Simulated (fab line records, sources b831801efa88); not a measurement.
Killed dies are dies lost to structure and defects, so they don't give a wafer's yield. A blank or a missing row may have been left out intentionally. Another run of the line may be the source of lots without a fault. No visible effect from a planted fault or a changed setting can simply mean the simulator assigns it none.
A struck lot beside a sound one ; flow sky130 ; 17 steps out of a route of 708
Sound: the wafers L340.3, L340.4, L340.6. Struck: wafers L350.2, L350.6 (left out: L350.5, a lot-mate that was not struck); the cause follows at the end.
For every step that has rows: the tool of each side, followed by ch and its chambers, followed by its first start. Under that, the readings that differ: sound wafers ; struck wafers ; difference of the means ; sigmas: that difference in standard deviations of wafers without a fault.
alike: readings whose means differ by less than 2 such deviations, and words and numbers that are the same on both sides. not compared: withheld readings, readings that some wafer has no value for, bounds like >300 that may hide the same value, and numbers for which the record gives no deviation and whose values overlap.
The two part at a step that has a row with sigmas, a row that says differs or no value, or rows on one side only. When numbers do not overlap yet have no deviation, they are printed without sigmas and do not part them. A reading missing from all wafers of one side parts the sides only when that side holds two or more wafers.

first, 3 steps without rows for these wafers: SKY_VIA1_EXPOSE_09 (exposes mask VIM, target cd 150 nm); SKY_VIA1_PEB_10; SKY_VIA1_DEVELOP_11 (develop time 60 s).
SKY_VIA1_CD_MEAS_12: the cd target is 150 nm.
  sound: cd sem-01 at day 36 21:17; struck: cd sem-02 at day 39 14:52
  alike: cd nm
SKY_VIA1_OVL_MEAS_13:
  sound: overlay-01 at day 36 21:23; struck: overlay-01 at day 39 14:58
  alike: VIA1_OVL
SKY_VIA1_ETCH_14: etches BARC in N2/H2, stops on SiO2, time 45.9 s, target depth 60 nm.
  sound on rie diel-01 ch 0,1,3, day 36 21:24; struck on rie diel-03 ch 2, day 39 15:00
  alike: drypump motor current A, oes product au, rf fwd power W, throttle valve pct
  not compared: rf hours counter h
SKY_VIA1_ETCH_15: etches SiO2 in C4F8/O2/Ar, stops on TiN, target depth 351 nm, time 54 s.
  sound on rie diel-01 ch 0,1,3, day 36 21:27; struck on rie diel-03 ch 2, day 39 15:03
reading;sound;struck;difference;sigmas
oes product au (a.u.);0.986 0.990 0.987;0.983 0.966;-0.013;-2
  alike: rf fwd power W
  not compared: rf hours counter h
SKY_VIA1_STRIP_16: strips in O2/N2.
  sound on plasma asher-01 ch 0,1, day 36 21:32; struck on plasma asher-02 ch 0,1, day 39 15:05
  alike: drypump motor current A, oes product au, strip time to endpoint s
  not compared: rf hours counter h
then, 3 steps without rows for these wafers: SKY_VIA1_STRIP_17 (strips in post etch residue remover, time 1200 s); SKY_VIA1_CLEAN_18 (cleans in IPA, time 180 s); SKY_VIA1_CLEAN_19 (cleans in O3/DIW).
SKY_VIA1_SPUTTER_20: material TiN, target thk 20 nm, time 80 s.
  sound: pvd sputter-03 at day 36 22:09; struck: pvd sputter-03 at day 39 15:44
  alike: throttle valve pct
SKY_VIA1_CVD_21: deposits W, target thk 270 nm, time 80.902 s.
  sound on cvd w-02 ch 0,1, day 36 22:14; struck on cvd w-02 ch 0, day 39 15:48
reading;sound;struck;difference;sigmas
chamber pressure Torr (Torr);40.02 39.89 39.99;48.94 49.13;+9.07;+96
model.W_of_VIA1_CVD_21.thk nm (nm);270.6 269.1 270.2;294.9 296;+25.5;
  alike: heater power outer w, heater power w
SKY_VIA1_RS_MEAS_22: the measuring method here is four-point-probe.
  sound: film metro-04 at day 36 22:20; struck: film metro-03 at day 39 15:55
reading;sound;struck;difference;sigmas
VIA1_W_RS (ohm/sq);0.425 0.427 0.425;0.390 0.389;-0.036;-7
SKY_VIA1_THK_MEAS_23: measures by xrf.
  sound: film metro-04 at day 36 22:26; struck: film metro-03 at day 39 16:02
reading;sound;struck;difference;sigmas
VIA1_W_THK (nm);280 278 281;300 301;+21;+5
SKY_VIA1_CMP_24: polishes, stops on SiO2, t overpolish 15 s, target thk 0 nm.
  sound on cmp-02 ch 0,1,2, day 36 22:32; struck on cmp-02 ch 2, day 39 16:05
  alike: motor current A
-- the record jumps here: 11 days lie between the struck wafers' starts before and after (it left off in module VIA1 and takes up again in module PAD_OPEN, whose first step shown is number 708 of the route) --
SKY_PAD_OPEN_PROBE_99:
  sound: prober-02 at day 48 09:49; struck: prober-02 at day 50 09:21
reading;sound;struck;difference;sigmas
killed at front end;8 14 13;18 25;+10;+2
  alike: defect limited yield, killed_at_M0_to_M3, killed_at_M4_up, killed at contacts, killed at other, killed dies, killed on rim, killed open, killed short, sort_bin_3_pad_short, sort_bin_5_function, sort_bin_6_memory, sort n pass, sort yield pct

## WHERE THEY PART
At SKY_VIA1_ETCH_15 first; at SKY_PAD_OPEN_PROBE_99 last (within this record only).

WHY: what had been put in by the simulator
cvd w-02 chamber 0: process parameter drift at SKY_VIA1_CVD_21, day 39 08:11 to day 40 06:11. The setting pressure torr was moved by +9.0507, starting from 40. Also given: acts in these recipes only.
